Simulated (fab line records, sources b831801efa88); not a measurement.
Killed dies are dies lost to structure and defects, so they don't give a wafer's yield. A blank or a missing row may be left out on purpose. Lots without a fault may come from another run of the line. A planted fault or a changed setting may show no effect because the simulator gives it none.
Which tool did it? | flow sfq_line | 14 lots, 42 wafers sampled, at 5 steps of a route of 325

WHAT THE GAUGES READ, wafer by wafer
SFQ_I2_OVL_MEAS_918. Usual: I2_OVL -2 nm, standard deviation 5.3.
lot  | measured     | on         | I2_OVL (nm) | flag
L675 | day 30 04:53 | overlay-02 | -9 -12 -2   |
L677 | day 30 21:43 | overlay-01 | -1 2 -4     |
L679 | day 31 11:38 | overlay-01 | 4 5 3       |
L680 | day 32 03:14 | overlay-02 | 6 6 11      |
L681 | day 32 10:25 | overlay-02 | -9 -4 -7    |
L682 | day 32 17:37 | overlay-02 | -15 -8 -10  |
L683 | day 32 18:49 | overlay-02 | -4 -8 3     |
L686 | day 34 05:16 | overlay-01 | -9 -7 -3    |
L687 | day 34 14:52 | overlay-01 | 0 -1 -3     |
L692 | day 37 12:46 | overlay-02 | -4 2 -5     |
L693 | day 37 22:05 | overlay-02 | -6 -3 -2    |
L695 | day 38 12:36 | overlay-01 | 3 2 1       |
L696 | day 39 04:13 | overlay-01 | -3 4 -3     |
L698 | day 39 23:32 | overlay-02 | 6 0 1       |

WHICH TOOL RAN EACH LOT (tool, then ch and the chambers of the sampled wafers, then the start)
lot  | SFQ_TRILAYER_I1_VIA_BARC_OPEN_VIA_ETCH_071 | SFQ_TRILAYER_M2_BARC_OPEN_METAL_ETCH_077 | SFQ_TRILAYER_I2_DEP_PECVD_063   | SFQ_TRILAYER_I2_CMP_CMP_064
L675 | rie_diel-02 ch 0,2,3, day 17 18:46         | rie_metal-04 ch 0,1, day 23 04:50        | pecvd-04 ch 0,1,2, day 23 05:48 | cmp-02 ch 0,2,3, day 23 22:55
L677 | rie_diel-01 ch 1,2,3, day 18 03:10         | rie_metal-04 ch 0,1, day 23 16:50        | pecvd-03 ch 0,1,2, day 23 17:48 | cmp-02 ch 1,2,3, day 24 09:25
L679 | rie_diel-02 ch 1,2, day 18 16:22           | rie_metal-04 ch 0,1, day 24 08:42        | pecvd-02 ch 0,1,2, day 24 09:41 | cmp-01 ch 0,1,2, day 25 00:50
L680 | rie_diel-01 ch 0,1,3, day 19 02:43         | rie_metal-02 ch 0,1, day 24 22:52        | pecvd-03 ch 0,1,2, day 25 00:06 | cmp-02 ch 0,2,3, day 25 12:16
L681 | rie_diel-04 ch 1,2,3, day 19 11:07         | rie_metal-02 ch 0,1, day 25 11:11        | pecvd-03 ch 0,2, day 25 12:08   | cmp-01 ch 0,1,3, day 25 14:50
L682 | rie_diel-02 ch 0,2,3, day 19 18:19         | rie_metal-02 ch 0,1, day 25 18:23        | pecvd-04 ch 2, day 25 19:20     | cmp-02 ch 2,3, day 25 20:20
L683 | rie_diel-04 ch 1,2, day 19 20:43           | rie_metal-03 ch 0,1, day 25 19:35        | pecvd-02 ch 0,1,2, day 25 20:32 | cmp-01 ch 1,2,3, day 25 22:20
L686 | rie_diel-01 ch 0,2,3, day 21 11:35         | rie_metal-03 ch 0,1, day 27 12:30        | pecvd-04 ch 0,1,2, day 27 13:28 | cmp-02 ch 0,1,2, day 27 13:32
L687 | rie_diel-02 ch 0,1,2, day 21 16:23         | rie_metal-03 ch 0,1, day 27 17:19        | pecvd-04 ch 0,2, day 27 18:17   | cmp-01 ch 1,2,3, day 27 20:55
L692 | rie_diel-04 ch 1,2,3, day 24 07:14         | rie_metal-02 ch 0,1, day 30 13:19        | pecvd-02 ch 0,2, day 30 14:28   | cmp-01 ch 0,1,3, day 30 17:02
L693 | rie_diel-01 ch 0,1,3, day 24 14:26         | rie_metal-04 ch 0,1, day 30 22:57        | pecvd-02 ch 0,1, day 30 23:55   | cmp-01 ch 0,1,3, day 31 01:34
L695 | rie_diel-04 ch 0,2, day 25 06:50           | rie_metal-03 ch 0,1, day 31 14:03        | pecvd-03 ch 1,2, day 31 15:01   | cmp-01 ch 2,3, day 31 15:05
L696 | rie_diel-04 ch 0,2,3, day 25 20:47         | rie_metal-04 ch 1, day 32 12:51          | pecvd-03 ch 1,2, day 32 13:49   | cmp-01 ch 0,1,3, day 32 18:59
L698 | rie_diel-01 ch 1,3, day 26 15:59           | rie_metal-04 ch 0,1, day 33 11:29        | pecvd-04 ch 0,1,2, day 33 12:27 | cmp-02 ch 0,2,3, day 33 15:37
- SFQ_TRILAYER_I1_VIA_BARC_OPEN_VIA_ETCH_071: etches BARC in O2, target depth 125 nm, time 41.7 s.
- SFQ_TRILAYER_M2_BARC_OPEN_METAL_ETCH_077: etches BARC in O2, target depth 125 nm, time 41.7 s.
- SFQ_TRILAYER_I2_DEP_PECVD_063: deposits SiO2 from SiH4/N2O, time 111.11 s, target thk 500 nm.
- SFQ_TRILAYER_I2_CMP_CMP_064: polishes SiO2.

WHAT THE TOOLS THEMSELVES READ (means of the sampled wafers that have a number; where no wafer has one, the mark that the record gives instead)
SFQ_TRILAYER_I1_VIA_BARC_OPEN_VIA_ETCH_071. Usual: bias_w 80.00 W, standard deviation 0.25; drypump_motor_current_A 5.8 A, standard deviation 0.39; oes_product_au 0.685 a.u., standard deviation 0.0046; rf_fwd_power_W 495.4 W, standard deviation 1.9.
lot  | tool        | bias_w (W) | drypump_motor_current_A (A) | oes_product_au (a.u.) | rf_fwd_power_W (W) | flag
L675 | rie_diel-02 | 79.90      | 5.8                         | 0.686                 | 497.4              |
L677 | rie_diel-01 | 80.02      | 6.0                         | 0.684                 | 493.6              |
L679 | rie_diel-02 | 80.12      | 5.8                         | 0.683                 | 495.6              |
L680 | rie_diel-01 | 80.00      | 5.9                         | 0.690                 | 494.0              |
L681 | rie_diel-04 | 80.25      | 5.5                         | 0.685                 | 495.6              |
L682 | rie_diel-02 | 80.00      | 5.7                         | 0.685                 | 494.4              |
L683 | rie_diel-04 | 80.12      | 5.4                         | 0.686                 | 494.9              |
L686 | rie_diel-01 | 79.91      | 6.1                         | 0.690                 | 493.6              |
L687 | rie_diel-02 | 80.12      | 5.7                         | 0.684                 | 495.9              |
L692 | rie_diel-04 | 79.94      | 5.5                         | 0.684                 | 494.7              |
L693 | rie_diel-01 | 79.77      | 5.9                         | 0.681                 | 494.4              |
L695 | rie_diel-04 | 80.13      | 5.7                         | 0.690                 | 494.2              |
L696 | rie_diel-04 | 80.13      | 5.7                         | 0.689                 | 495.5              |
L698 | rie_diel-01 | 79.97      | 5.8                         | 0.687                 | 496.5              |

SFQ_TRILAYER_M2_BARC_OPEN_METAL_ETCH_077. Usual: bias_w 80.00 W, standard deviation 0.26; drypump_motor_current_A 5.92 A, standard deviation 0.26; oes_product_au 0.685 a.u., standard deviation 0.0042; rf_fwd_power_W 593.6 W, standard deviation 2.3.
lot  | tool         | bias_w (W) | drypump_motor_current_A (A) | oes_product_au (a.u.) | rf_fwd_power_W (W) | flag
L675 | rie_metal-04 | 80.13      | 5.92                        | 0.683                 | 594.0              |
L677 | rie_metal-04 | 79.74      | 5.92                        | 0.689                 | 594.0              |
L679 | rie_metal-04 | 80.04      | 5.91                        | 0.683                 | 593.4              |
L680 | rie_metal-02 | 80.35      | 5.77                        | 0.689                 | 593.6              |
L681 | rie_metal-02 | 79.94      | 6.02                        | 0.687                 | 593.0              |
L682 | rie_metal-02 | 79.94      | 6.02                        | 0.686                 | 592.8              |
L683 | rie_metal-03 | 79.80      | 5.84                        | 0.682                 | 593.0              |
L686 | rie_metal-03 | 80.04      | 5.80                        | 0.685                 | 595.5              |
L687 | rie_metal-03 | 80.11      | 5.79                        | 0.682                 | 596.7              |
L692 | rie_metal-02 | 79.81      | 6.02                        | 0.685                 | 594.3              |
L693 | rie_metal-04 | 80.38      | 6.03                        | 0.682                 | 595.2              |
L695 | rie_metal-03 | 79.93      | 5.81                        | 0.682                 | 592.1              |
L696 | rie_metal-04 | 80.04      | 6.18                        | 0.687                 | 594.3              |
L698 | rie_metal-04 | 79.85      | 6.06                        | 0.686                 | 592.0              |

SFQ_TRILAYER_I2_DEP_PECVD_063. Usual: heater_power_outer_w 31 W, standard deviation 9.8; heater_power_w 86 W, standard deviation 17; rf_fwd_power_W 182.3 W, standard deviation 0.58; run_length_s 138.9 s, standard deviation 0.62; throttle_valve_pct 24.8 %, standard deviation 1.4.
lot  | tool     | heater_power_outer_w (W) | heater_power_w (W) | rf_fwd_power_W (W) | run_length_s (s) | throttle_valve_pct (%) | flag
L675 | pecvd-04 | 25                       | 70                 | 182.2              | 138.7            | 25.0                   |
L677 | pecvd-03 | 31                       | 86                 | 182.7              | 139.0            | 24.1                   |
L679 | pecvd-02 | 39                       | 100                | 182.2              | 138.8            | 25.5                   |
L680 | pecvd-03 | 31                       | 84                 | 182.5              | 139.2            | 24.3                   |
L681 | pecvd-03 | 37                       | 95                 | 182.7              | 139.0            | 24.8                   |
L682 | pecvd-04 | 33                       | 86                 | 182.3              | 138.2            | 22.2                   |
L683 | pecvd-02 | 35                       | 95                 | 182.0              | 139.3            | 25.5                   |
L686 | pecvd-04 | 29                       | 75                 | 182.1              | 138.7            | 23.2                   |
L687 | pecvd-04 | 27                       | 74                 | 182.4              | 138.1            | 22.7                   |
L692 | pecvd-02 | 28                       | 88                 | 181.7              | 152.2            | 24.6                   | OFF
L693 | pecvd-02 | 42                       | 106                | 182.9              | 152.6            | 26.1                   | OFF
L695 | pecvd-03 | 28                       | 84                 | 182.4              | 139.7            | 24.4                   |
L696 | pecvd-03 | 23                       | 75                 | 182.5              | 139.4            | 24.0                   |
L698 | pecvd-04 | 25                       | 70                 | 182.4              | 138.7            | 23.7                   |

SFQ_TRILAYER_I2_CMP_CMP_064. Usual: motor_current_A 10.1 A, standard deviation 1.1; retaining_ring_pressure_frac 1.000, standard deviation 0.0049; time_to_endpoint_s 212 s, standard deviation 7.2.
lot  | tool   | motor_current_A (A) | retaining_ring_pressure_frac | time_to_endpoint_s (s) | flag
L675 | cmp-02 | 9.9                 | 1.001                        | 216                    |
L677 | cmp-02 | 9.6                 | 1.001                        | 210                    |
L679 | cmp-01 | 10.3                | 1.003                        | 214                    |
L680 | cmp-02 | 9.4                 | 1.003                        | 215                    |
L681 | cmp-01 | 10.1                | 1.001                        | 211                    |
L682 | cmp-02 | 10.1                | 1.002                        | 208                    |
L683 | cmp-01 | 10.3                | 1.005                        | 202                    |
L686 | cmp-02 | 9.6                 | 0.999                        | 214                    |
L687 | cmp-01 | 10.7                | 1.001                        | 212                    |
L692 | cmp-01 | 10.6                | 0.998                        | 253                    | OFF
L693 | cmp-01 | 10.3                | 1.001                        | 262                    | OFF
L695 | cmp-01 | 10.4                | 1.000                        | 207                    |
L696 | cmp-01 | 10.4                | 1.001                        | 208                    |
L698 | cmp-02 | 9.8                 | 1.002                        | 213                    |

THE ANSWER, worked out from the rows above alone
Rule: a lot is off if the mean of its wafers that have a number lies more than 3 standard deviations from the usual mean. A lot without any number at a reading at which 4 lots or more have one is off too. The other lots that the step has rows for count as sound. The gauges are gone through in route order, then the tools' own readings, and for those a lot's mean is taken as printed above. The first step at which some lot is off is used, and at that step the reading that is off furthest; a lot without a number counts as furthest.
Off: L692, L693, at SFQ_TRILAYER_I2_DEP_PECVD_063 (run_length_s).
A tool fits if, at that step or a process step before it, it ran every lot that is off, and no sound lot after the first of them. One fits: pecvd-02 at SFQ_TRILAYER_I2_DEP_PECVD_063. Its last sound lot is L683 (day 25 20:32), its first lot that is off L692 (day 30 14:28): a fault that began between those two fits.
The tool's own readings at SFQ_TRILAYER_I2_DEP_PECVD_063 bear it out: on the lots that are off they differ by more than 5 times the standard deviation of the sound lots' means. run_length_s reads 152.4 s there against 138.9 s on the sound lots.

WHAT THE SIMULATOR HAD PUT IN
Process parameter drift: pecvd-02, from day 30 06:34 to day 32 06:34, at SFQ_TRILAYER_I2_DEP_PECVD_063. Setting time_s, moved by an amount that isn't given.
Lots struck among those shown: L692, L693. The rule above found the same.
